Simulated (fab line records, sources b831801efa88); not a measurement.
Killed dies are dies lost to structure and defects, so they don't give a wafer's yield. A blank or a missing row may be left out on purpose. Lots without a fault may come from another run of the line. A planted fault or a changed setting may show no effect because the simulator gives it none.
A struck lot beside a sound one | flow sky130 | 22 steps out of a route of 708
Sound: wafers L563.2, L563.4, L563.6. Struck: wafers L577.1, L577.2, L577.6. The cause comes at the end.
At each step with rows: each side's tool, then ch and its chambers, then its first start. Under that, the readings that differ: sound wafers | struck wafers | difference of the means | sigmas: that difference in standard deviations of wafers without a fault.
alike: readings whose means differ by less than 2 such deviations, and words and numbers that are the same on both sides. not compared: withheld readings, readings that some wafer has no value for, bounds like >300 that may hide the same value, and numbers for which the record gives no deviation and whose values overlap.
The two part at a step that has a row with sigmas, a row that says differs or no value, or rows on one side only. Numbers that don't overlap but have no deviation are shown without sigmas and don't part them. A reading that every wafer of one side lacks parts them only if that side has two wafers or more.

SKY_POLY_GATE_THK_MEAS_21:
  sound on film_metro-01, day 17 14:22; struck on film_metro-03, day 22 05:40
  alike: POLY_GATE_OXIDATION_THK
SKY_POLY_GATE_CD_MEAS_22:
  sound on cd_sem-01, day 17 14:27; struck on cd_sem-02, day 22 05:44
  alike: cd_nm
then, 7 steps without rows for these wafers: SKY_LDD_N_DEHYDRATE_00 (time 60 s); SKY_LDD_N_HMDS_01 (prime time 60 s); SKY_LDD_N_COAT_02 (resist thk 300 nm); SKY_LDD_N_SOFTBAKE_03 (time 60 s); SKY_LDD_N_EXPOSE_04 (exposes mask NTM, target cd 840 nm); SKY_LDD_N_PEB_05; SKY_LDD_N_DEVELOP_06 (develop time 60 s).
SKY_LDD_N_OVL_MEAS_07:
  sound on overlay-01, day 18 20:40; struck on overlay-02, day 23 11:36
  alike: LDD_N_OVL
then, 2 steps without rows for these wafers: SKY_LDD_N_IMPLANT_08; SKY_LDD_N_IMPLANT_09.
SKY_LDD_N_IMPLANT_10:
  sound on implanter-01 ch 0, day 18 21:02; struck on implanter-02 ch 0, day 23 11:56
  reading            | sound                         | struck                       | difference | sigmas
  dose_ions_cm2      | 7.498e+13 7.494e+13 7.501e+13 | 4.093e+13 4.117e+13 4.11e+13 | -3.391e+13 | -99 or more
  faraday_current_uA | 430 429 416                   | 234 226 227                  | -196       | -25
  alike: beam_on_s
then, 5 steps without rows for these wafers: SKY_LDD_N_IMPLANT_11; SKY_LDD_N_IMPLANT_12; SKY_LDD_N_IMPLANT_13; SKY_LDD_N_IMPLANT_14; SKY_LDD_N_IMPLANT_15.
SKY_LDD_N_STRIP_16: strips in O2/N2.
  sound on plasma_asher-02 ch 0,1, day 18 21:54; struck on plasma_asher-02 ch 0,1, day 23 12:50
  reading                      | sound             | struck            | difference | sigmas
  strip_time_to_endpoint_s (s) | 4.332 4.322 4.319 | 4.222 4.210 4.216 | -0.108     | -7
  alike: chamber_pressure_mTorr, drypump_motor_current_A, o2_flow_sccm, oes_product_au
  not compared: rf_hours_counter_h
SKY_LDD_N_TW_MEAS_17:
  sound on film_metro-04, day 18 22:01; struck on film_metro-02, day 23 12:56
  reading  | sound          | struck         | difference | sigmas
  LDD_N_TW | 2617 2603 2629 | 2547 2548 2562 | -64        | -3
then, 1 step without rows for these wafers: SKY_LDD_P_DEHYDRATE_00 (time 60 s).
-- the record jumps here: 26 days lie between the struck wafers' starts before and after (it left off in module LDD_P and takes up again in module PAD_OPEN, whose first step shown is number 708 of the route) --
SKY_PAD_OPEN_PROBE_99:
  sound on prober-01, day 46 15:32; struck on prober-01, day 49 13:17
  reading                     | sound           | struck            | difference | sigmas
  model.etest.tip_n.rs_ohm_sq | 446.3 444.1 446 | 475.9 470.2 474.1 | +27.9      |
  alike: killed_at_M0_to_M3, killed_at_M4_up, killed_at_contacts, killed_at_front_end, killed_at_other, killed_dies, killed_on_rim, killed_open, killed_short

WHERE THEY PART
First at SKY_LDD_N_IMPLANT_10; last, within this record, at SKY_LDD_N_TW_MEAS_17. Later steps at which nothing parts them and some readings are alike: SKY_PAD_OPEN_PROBE_99.

WHY: what the simulator had put in
Process parameter drift: implanter-02, from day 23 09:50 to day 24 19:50, at SKY_LDD_N_IMPLANT_10. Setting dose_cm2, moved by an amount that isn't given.
